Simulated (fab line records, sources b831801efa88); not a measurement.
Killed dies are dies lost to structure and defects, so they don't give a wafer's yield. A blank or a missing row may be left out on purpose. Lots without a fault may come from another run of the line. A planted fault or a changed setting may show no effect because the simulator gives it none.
Problem report in the 8D (eight disciplines) form, filled by code | flow sky130 | the parts of the form that need people (team, actions taken, sign-off) are left out

1. THE PROBLEM
beam_energy_keV at SKY_LDD_N_IMPLANT_09 reads a mean of 16.989 on 6 wafers of 2 lots; wafers without a fault read 20.001 with a standard deviation of 0.0066. That is -99 or more standard deviations from the usual mean.
First seen on wafer L832.1, day 21 22:29, on implanter-01. The record holds 39 wafers of 13 lots with a number at this step. Rule for "out", or "out of limits": more than 4 standard deviations from the usual mean. The other wafers with a number count as sound.

2. WHAT IT IS AND WHAT IT IS NOT
question                    | is                     | is not
which readings at this step | beam_energy_keV        | -
which lots                  | L832, L833             | L822, L823, L824, L825, L827, L828, L834, L840, L842, L843, L844
which wafers of those lots  | all that have a number | -
read on which tools         | implanter-01           | implanter-02, implanter-04
when                        | from day 21 22:29      | up to then (18 sound wafers); but 15 sound wafers of L834, L840, L842, L843, L844 came after

3. SUSPECTS, AND WHAT RULES EACH OUT
Counting: a tool at a process step up to the reading stays a suspect if it ran every lot that is out and no sound lot after the first of them.
- implanter-01 at SKY_LDD_N_IMPLANT_09: ruled out as a lasting fault. Sound lots L843, L844 ran on it after its first lot that is out, L832 (day 21 22:29).
Left after counting: nothing in the record.

4. THE CAUSE (what the simulator had put in)
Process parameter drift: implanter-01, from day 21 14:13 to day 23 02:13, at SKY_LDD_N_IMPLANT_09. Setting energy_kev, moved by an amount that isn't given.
Counting ruled it out, wrongly.

5. THE CHAIN OF EFFECTS, in route order
Each row: a reading whose mean over the struck wafers that have a number lies more than 3 standard deviations from the usual. Only readings for which the record gives a usual standard deviation are gone through. hours: the time from each lot's start at the first step in this table that gives one to its start at this step, as a median over the lots. sigmas: the change in usual standard deviations.
hours | step                 | reading         | usual  | on struck wafers | change | sigmas
0     | SKY_LDD_N_IMPLANT_09 | beam_energy_keV | 20.001 | 16.989           | -3.012 | -99 or more
The process steps in it:
- SKY_LDD_N_IMPLANT_09
Later measuring or inspecting steps at which every struck wafer that the step has a row for has a number for every such reading, and none has moved that far: SKY_LDD_P_OVL_MEAS_08.

6. WHAT WOULD HAVE CAUGHT IT SOONER
In this record the first reading out of limits was taken at day 21 22:29, 8 hours after the fault began at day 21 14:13.
